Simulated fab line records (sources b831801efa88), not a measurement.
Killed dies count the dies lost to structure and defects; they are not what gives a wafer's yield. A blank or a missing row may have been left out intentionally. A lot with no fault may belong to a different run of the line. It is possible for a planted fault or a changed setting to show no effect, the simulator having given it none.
What tool caused it? + flow sky130 + 24 lots with 72 wafers sampled at 5 steps, on a route of 708 steps

WHAT THE GAUGES SHOWED, per wafer
SKY_METAL1_CD_MEAS_15: target cd 140 nm. Usual: cd-nm at 140.6 nm, with a standard deviation of 1.5.
| lot  | measured     | on        | cd-nm (nm)        | flag |
|------|--------------|-----------|-------------------|------|
| L074 | day 32 20:55 | cd-sem-02 | 140.6 140.4 140.0 |      |
| L076 | day 33 06:08 | cd-sem-02 | 141.0 141.9 141.8 |      |
| L075 | day 33 08:29 | cd-sem-02 | 142.5 142.8 141.5 |      |
| L078 | day 34 09:10 | cd-sem-02 | 141.5 140.8 139.1 |      |
| L077 | day 34 13:30 | cd-sem-02 | 140.9 142.2 140.6 |      |
| L079 | day 34 21:17 | cd-sem-01 | 140.0 140.7 140.5 |      |
| L080 | day 35 08:09 | cd-sem-02 | 141.8 141.5 140.7 |      |
| L081 | day 35 11:58 | cd-sem-02 | 142.1 140.8 142.6 |      |
| L082 | day 35 20:05 | cd-sem-01 | 140.6 140.7 141.3 |      |
| L083 | day 36 00:18 | cd-sem-01 | 142.0 141.8 139.6 |      |
| L084 | day 36 16:27 | cd-sem-02 | 144.0 141.7 142.4 |      |
| L086 | day 36 20:38 | cd-sem-01 | 140.0 138.5 139.5 |      |
| L085 | day 37 00:56 | cd-sem-02 | 137.7 140.1 140.2 |      |
| L088 | day 37 04:14 | cd-sem-01 | 138.9 139.0 139.9 |      |
| L087 | day 37 09:41 | cd-sem-01 | 142.0 140.7 140.0 |      |
| L089 | day 37 15:14 | cd-sem-01 | 139.1 141.1 140.3 |      |
| L090 | day 37 16:22 | cd-sem-02 | 140.2 142.5 142.2 |      |
| L091 | day 38 06:14 | cd-sem-01 | 142.9 144.1 142.2 |      |
| L092 | day 38 11:49 | cd-sem-01 | 140.4 140.5 140.7 |      |
| L093 | day 38 16:10 | cd-sem-02 | 137.9 138.0 136.8 |      |
| L094 | day 38 22:58 | cd-sem-01 | 139.4 140.2 139.3 |      |
| L095 | day 39 11:01 | cd-sem-02 | 139.2 139.8 141.0 |      |
| L096 | day 40 04:50 | cd-sem-01 | 137.5 139.4 139.9 |      |
| L097 | day 40 09:10 | cd-sem-01 | 140.5 139.6 140.0 |      |

SKY_VIA1_THK_MEAS_23: measures by xrf. Usual: VIA1_W_THK 277 nm, standard deviation 4.2.
| lot  | measured     | on            | VIA1_W_THK (nm) | flag |
|------|--------------|---------------|-----------------|------|
| L074 | day 34 02:45 | film-metro-04 | 288 283 284     |      |
| L076 | day 34 12:13 | film-metro-02 | 278 272 270     |      |
| L075 | day 34 14:52 | film-metro-02 | 275 273 274     |      |
| L078 | day 35 13:12 | film-metro-02 | 280 277 280     |      |
| L077 | day 35 19:12 | film-metro-03 | 272 277 278     |      |
| L079 | day 36 01:58 | film-metro-03 | 281 280 282     |      |
| L080 | day 36 12:55 | film-metro-02 | 275 268 270     |      |
| L081 | day 36 16:41 | film-metro-02 | 269 276 270     |      |
| L082 | day 37 01:19 | film-metro-03 | 280 276 282     |      |
| L083 | day 37 05:10 | film-metro-04 | 280 276 283     |      |
| L084 | day 37 20:11 | film-metro-03 | 281 276 280     |      |
| L086 | day 37 23:40 | film-metro-02 | 277 274 272     |      |
| L085 | day 38 05:13 | film-metro-03 | 279 282 279     |      |
| L088 | day 38 08:14 | film-metro-02 | 271 276 272     |      |
| L087 | day 38 14:11 | film-metro-03 | 283 279 286     |      |
| L089 | day 38 19:08 | film-metro-03 | 285 276 281     |      |
| L090 | day 38 20:34 | film-metro-02 | 272 276 281     |      |
| L091 | day 39 09:56 | film-metro-02 | 273 275 282     |      |
| L092 | day 39 15:16 | film-metro-04 | 277 273 277     |      |
| L093 | day 39 19:07 | film-metro-03 | 278 283 278     |      |
| L094 | day 40 01:59 | film-metro-04 | 278 275 281     |      |
| L095 | day 40 14:18 | film-metro-04 | 274 273 279     |      |
| L096 | day 41 06:52 | film-metro-03 | 276 278 275     |      |
| L097 | day 41 11:52 | film-metro-03 | 278 273 279     |      |

SKY_METAL2_OVL_MEAS_16. Usual: METAL2_OVL -2 nm, standard deviation 4.9.
| lot  | measured     | on         | METAL2_OVL (nm) | flag |
|------|--------------|------------|-----------------|------|
| L074 | day 35 06:23 | overlay-01 | -2 -5 -4        |      |
| L076 | day 35 15:25 | overlay-01 | -7 -6 -1        |      |
| L075 | day 35 18:37 | overlay-01 | -2 6 2          |      |
| L078 | day 36 16:26 | overlay-01 | 1 5 0           |      |
| L077 | day 36 22:07 | overlay-02 | 4 0 1           |      |
| L079 | day 37 04:56 | overlay-02 | -1 6 1          |      |
| L080 | day 37 15:19 | overlay-01 | -3 6 -4         |      |
| L081 | day 37 19:02 | overlay-02 | 0 -11 -6        |      |
| L082 | day 38 03:35 | overlay-02 | 0 -4 -2         |      |
| L083 | day 38 06:53 | overlay-01 | 0 -1 -6         |      |
| L084 | day 38 21:49 | overlay-02 | 9 3 5           |      |
| L086 | day 39 01:47 | overlay-02 | 3 7 4           |      |
| L085 | day 39 06:48 | overlay-01 | 0 -8 -7         |      |
| L088 | day 39 10:28 | overlay-01 | -2 8 -2         |      |
| L087 | day 39 15:35 | overlay-01 | -6 -2 -5        |      |
| L089 | day 39 20:46 | overlay-02 | -10 -11 -8      |      |
| L090 | day 39 21:50 | overlay-02 | -5 -6 -10       |      |
| L091 | day 40 10:44 | overlay-01 | -8 -7 -7        |      |
| L092 | day 40 16:20 | overlay-02 | 3 -2 2          |      |
| L093 | day 40 20:12 | overlay-02 | -1 0 -3         |      |
| L094 | day 41 02:43 | overlay-02 | 3 2 1           |      |
| L095 | day 41 14:59 | overlay-02 | 2 3 -3          |      |
| L096 | day 42 06:08 | overlay-01 | -2 2 -4         |      |
| L097 | day 42 11:29 | overlay-01 | 2 -7 -3         |      |

SKY_VIA2_BOW_MEAS_03. Usual: VIA2_BOW 86 um, standard deviation 6.2.
| lot  | measured     | on            | VIA2_BOW (um) | flag |
|------|--------------|---------------|---------------|------|
| L074 | day 35 07:44 | film-metro-01 | 72 88 77      |      |
| L076 | day 35 16:44 | film-metro-04 | 98 96 91      |      |
| L075 | day 35 19:56 | film-metro-01 | 96 80 87      |      |
| L078 | day 36 17:47 | film-metro-03 | 90 88 80      |      |
| L077 | day 36 23:25 | film-metro-01 | 90 90 81      |      |
| L079 | day 37 06:16 | film-metro-01 | 93 93 89      |      |
| L080 | day 37 16:39 | film-metro-01 | 94 85 92      |      |
| L081 | day 37 20:21 | film-metro-03 | 84 85 81      |      |
| L082 | day 38 04:56 | film-metro-03 | 90 103 77     |      |
| L083 | day 38 08:22 | film-metro-01 | 84 88 98      |      |
| L084 | day 38 23:07 | film-metro-04 | 96 91 96      |      |
| L086 | day 39 03:05 | film-metro-01 | 80 82 77      |      |
| L085 | day 39 08:17 | film-metro-03 | 83 94 94      |      |
| L088 | day 39 11:46 | film-metro-04 | 81 82 92      |      |
| L087 | day 39 17:05 | film-metro-04 | 75 87 83      |      |
| L089 | day 39 22:06 | film-metro-04 | 82 90 85      |      |
| L090 | day 39 23:19 | film-metro-03 | 83 83 74      |      |
| L091 | day 40 12:05 | film-metro-03 | 88 90 95      |      |
| L092 | day 40 17:38 | film-metro-01 | 90 86 75      |      |
| L093 | day 40 21:35 | film-metro-04 | 86 86 89      |      |
| L094 | day 41 04:16 | film-metro-04 | 84 93 88      |      |
| L095 | day 41 16:22 | film-metro-01 | 81 83 83      |      |
| L096 | day 42 07:53 | film-metro-04 | 92 76 81      |      |
| L097 | day 42 12:58 | film-metro-01 | 82 81 94      |      |

WHICH TOOL RAN EACH LOT (tool, then ch and the chambers of the sampled wafers, then the start)
| lot  | SKY_CONTACT_ETCH_17                |
|------|------------------------------------|
| L074 | rie-diel-04 ch 0,2,3, day 31 16:04 |
| L076 | rie-diel-04 ch 0,1,2, day 32 01:09 |
| L075 | rie-diel-02 ch 1,2,3, day 32 04:34 |
| L078 | rie-diel-02 ch 1,2,3, day 33 04:14 |
| L077 | rie-diel-04 ch 0,2,3, day 33 08:57 |
| L079 | rie-diel-01 ch 1,3, day 33 16:13   |
| L080 | rie-diel-01 ch 0,1,3, day 34 03:59 |
| L081 | rie-diel-01 ch 0,3, day 34 07:32   |
| L082 | rie-diel-02 ch 0,2,3, day 34 15:53 |
| L083 | rie-diel-01 ch 2,3, day 34 20:43   |
| L084 | rie-diel-01 ch 0,2,3, day 35 12:58 |
| L086 | rie-diel-01 ch 0,1,2, day 35 17:56 |
| L085 | rie-diel-04 ch 0,2, day 35 21:05   |
| L088 | rie-diel-04 ch 0,1, day 36 00:37   |
| L087 | rie-diel-02 ch 0,2,3, day 36 06:35 |
| L089 | rie-diel-04 ch 0,1, day 36 12:11   |
| L090 | rie-diel-01 ch 0,3, day 36 13:11   |
| L091 | rie-diel-01 ch 0,1, day 37 03:27   |
| L092 | rie-diel-01 ch 0,1,2, day 37 09:06 |
| L093 | rie-diel-02 ch 1,2,3, day 37 13:40 |
| L094 | rie-diel-04 ch 0,1,2, day 37 20:48 |
| L095 | rie-diel-04 ch 0,2, day 38 08:10   |
| L096 | rie-diel-01 ch 0,3, day 39 02:57   |
| L097 | rie-diel-02 ch 0,1, day 39 06:49   |
- SKY_CONTACT_ETCH_17: etches SiO2 in C4F8/O2/Ar, stops on Si3N4, target depth 340 nm.

WHAT THE TOOLS THEMSELVES READ (means of the sampled wafers that have a number; where no wafer has one, the mark that the record gives instead)
SKY_CONTACT_ETCH_17. Usual: oes-product-au at 0.891 a.u., with a standard deviation of 0.005.
| lot  | tool        | oes-product-au (a.u.) | flag |
|------|-------------|-----------------------|------|
| L074 | rie-diel-04 | 0.888                 |      |
| L076 | rie-diel-04 | 0.890                 |      |
| L075 | rie-diel-02 | 0.891                 |      |
| L078 | rie-diel-02 | 0.892                 |      |
| L077 | rie-diel-04 | 0.884                 |      |
| L079 | rie-diel-01 | 0.889                 |      |
| L080 | rie-diel-01 | 0.894                 |      |
| L081 | rie-diel-01 | 0.893                 |      |
| L082 | rie-diel-02 | 0.893                 |      |
| L083 | rie-diel-01 | 0.887                 |      |
| L084 | rie-diel-01 | 0.888                 |      |
| L086 | rie-diel-01 | 0.891                 |      |
| L085 | rie-diel-04 | 0.893                 |      |
| L088 | rie-diel-04 | 0.891                 |      |
| L087 | rie-diel-02 | 0.887                 |      |
| L089 | rie-diel-04 | 0.896                 |      |
| L090 | rie-diel-01 | 0.895                 |      |
| L091 | rie-diel-01 | 0.893                 |      |
| L092 | rie-diel-01 | 0.892                 |      |
| L093 | rie-diel-02 | 0.893                 |      |
| L094 | rie-diel-04 | 0.885                 |      |
| L095 | rie-diel-04 | 0.893                 |      |
| L096 | rie-diel-01 | 0.893                 |      |
| L097 | rie-diel-02 | 0.890                 |      |

THE ANSWER, worked out from the rows above alone
Rule: a lot is off if the mean of its wafers that have a number lies more than 3 standard deviations from the usual mean. A lot without any number at a reading at which 4 lots or more have one is off too. Where the step has rows for the other lots, those lots are counted as sound. The gauges are gone through in route order, then the tools' own readings, and for those a lot's mean is taken as printed above. The first step at which some lot is off is used, and at that step the reading that is off furthest; a lot without a number counts as furthest.
None of the lots is off at any reading shown; this tells nothing.

WHAT WAS PUT IN BY THE SIMULATOR
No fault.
